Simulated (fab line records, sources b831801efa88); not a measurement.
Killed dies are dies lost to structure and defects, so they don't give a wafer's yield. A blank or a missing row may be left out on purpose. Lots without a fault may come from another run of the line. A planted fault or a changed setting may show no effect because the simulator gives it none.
Chamber matching | flow gf180mcu | GF_CONTACT_CMP_27 on cmp-02: 4 sister chambers
The step polishes, stops on SiO2, t overpolish 15 s, target thk 0 nm. 8 wafers are shown with their chamber, then 6 later ones without.

WAFERS WITH THEIR CHAMBER
wafer  | chamber | motor_current_A (A) | time_to_endpoint_s (s)
L608.1 | 1       | 12.1                | 70
L609.3 | 2       | 13.4                | 78
L609.5 | 0       | 11.2                | 73
L612.1 | 2       | 13.8                | 77
L612.3 | 0       | 11.6                | 76
L612.5 | 3       | 9.3                 | 71
L614.1 | 3       | 10.0                | 67
L614.2 | 1       | 12.7                | 75

WAFERS WITHOUT THEIR CHAMBER
wafer  | motor_current_A (A) | time_to_endpoint_s (s)
L614.5 | 9.8                 | 69
L615.1 | 11.2                | 75
L615.4 | 13.4                | 78
L615.6 | 12.3                | 74
L620.2 | 12.8                | 76
L620.3 | 11.4                | 72

WHICH CHAMBER EACH WENT THROUGH
wafer  | from the rows above          | in truth
L614.5 | 3                            | 3
L615.1 | 0                            | 0
L615.4 | 2                            | 2
L615.6 | can't be placed: 1 or 0      | 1
L620.2 | can't be placed: 1 or 2 or 0 | 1
L620.3 | can't be placed: 0 or 1      | 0
Placed correctly: 3 of 6. Can't be placed from these rows: 3 (the true chamber is among the candidates in 3). Placed wrongly: 0.
How it was worked out, from the rows above alone: a wafer's distance from a chamber is the root of the sum, over the readings, of the square of ((its reading less the chamber's mean) divided by the reading's scatter). The wafer belongs to the nearest chamber; if the next one is less than 2 further off, it can't be placed. A chamber's mean is the mean of its shown wafers. The scatter: the root of (the sum of the squares of (reading less its chamber's mean) over the shown wafers, divided by (wafers less chambers)).
